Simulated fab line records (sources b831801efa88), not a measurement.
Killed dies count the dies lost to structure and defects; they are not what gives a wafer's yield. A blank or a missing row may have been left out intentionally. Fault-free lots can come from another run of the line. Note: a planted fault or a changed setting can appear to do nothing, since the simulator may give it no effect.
What tool caused it? / flow sky130 / 11 lots with 33 wafers sampled at 2 steps, on a route of 708 steps

== WHAT EACH GAUGE READ, for each wafer ==
SKY_GATE_OXIDE_THK_MEAS_02.
lot=L143; measured=day 12 11:10; on=filmMetro-03; GATE_OXIDE_OXIDATION_00_THK (nm)=10.38 10.46 10.35
lot=L147; measured=day 13 20:36; on=filmMetro-02; GATE_OXIDE_OXIDATION_00_THK (nm)=10.09 9.74 10.11
lot=L146; measured=day 14 01:23; on=filmMetro-02; GATE_OXIDE_OXIDATION_00_THK (nm)=10.52 10.43 10.46
lot=L148; measured=day 14 17:42; on=filmMetro-01; GATE_OXIDE_OXIDATION_00_THK (nm)=13.44 13.53 13.32
lot=L149; measured=day 14 19:06; on=filmMetro-02; GATE_OXIDE_OXIDATION_00_THK (nm)=13.31 13.22 13.35
lot=L150; measured=day 15 01:26; on=filmMetro-02; GATE_OXIDE_OXIDATION_00_THK (nm)=13.46 13.34 13.14
lot=L159; measured=day 18 21:50; on=filmMetro-02; GATE_OXIDE_OXIDATION_00_THK (nm)=10.45 10.49 10.45
lot=L158; measured=day 18 23:15; on=filmMetro-01; GATE_OXIDE_OXIDATION_00_THK (nm)=10.38 10.40 10.30
lot=L162; measured=day 19 11:45; on=filmMetro-02; GATE_OXIDE_OXIDATION_00_THK (nm)=10.41 10.12 10.30
lot=L164; measured=day 20 10:12; on=filmMetro-01; GATE_OXIDE_OXIDATION_00_THK (nm)=10.51 10.35 10.21
lot=L166; measured=day 21 01:58; on=filmMetro-01; GATE_OXIDE_OXIDATION_00_THK (nm)=10.21 10.44 10.20

== WHICH TOOL RAN EACH LOT (tool, then ch and the chambers of the sampled wafers, then the start) ==
lot=L143; SKY_GATE_OXIDE_OXIDATION_01=furnace-01 ch 0, day 12 09:45
lot=L147; SKY_GATE_OXIDE_OXIDATION_01=furnace-02 ch 0, day 13 19:11
lot=L146; SKY_GATE_OXIDE_OXIDATION_01=furnace-01 ch 0, day 13 23:59
lot=L148; SKY_GATE_OXIDE_OXIDATION_01=furnace-01 ch 0, day 14 16:17
lot=L149; SKY_GATE_OXIDE_OXIDATION_01=furnace-01 ch 0, day 14 17:41
lot=L150; SKY_GATE_OXIDE_OXIDATION_01=furnace-01 ch 0, day 15 00:01
lot=L159; SKY_GATE_OXIDE_OXIDATION_01=furnace-01 ch 0, day 18 20:26
lot=L158; SKY_GATE_OXIDE_OXIDATION_01=furnace-01 ch 0, day 18 21:50
lot=L162; SKY_GATE_OXIDE_OXIDATION_01=furnace-01 ch 0, day 19 10:20
lot=L164; SKY_GATE_OXIDE_OXIDATION_01=furnace-01 ch 0, day 20 08:47
lot=L166; SKY_GATE_OXIDE_OXIDATION_01=furnace-02 ch 0, day 21 00:33
- SKY_GATE_OXIDE_OXIDATION_01: stabilise 600 s, purge 300 s, target thk 10.268 nm.

== THE ANSWER, worked out from the rows above alone ==
Rule: the lots themselves supply what counts as usual. Put in order of their means at a reading, lots are off if they are a third of the lots or fewer, leave a main group of 4 or more, and stand apart from it by a gap of 3 or more times the standard deviation of the main group's means; of several such gaps the widest counts. Not used: any main group whose means are identical at the precision the tables above print for the reading. Also off: a lot with no number at a reading for which 4 or more lots have one. The other lots that the step has rows for count as sound.
Off: at SKY_GATE_OXIDE_THK_MEAS_02 (GATE_OXIDE_OXIDATION_00_THK), L148, L149, L150. Mean 10.32 nm and standard deviation 0.15 in the main group.
A tool fits if, at a process step before that reading, it ran every lot that is off, and no sound lot after the first of them. Those tools and the gauges at SKY_GATE_OXIDE_THK_MEAS_02 are tried in the same way. No candidate that was tried fits.

== WHAT THE SIMULATOR PUT IN ==
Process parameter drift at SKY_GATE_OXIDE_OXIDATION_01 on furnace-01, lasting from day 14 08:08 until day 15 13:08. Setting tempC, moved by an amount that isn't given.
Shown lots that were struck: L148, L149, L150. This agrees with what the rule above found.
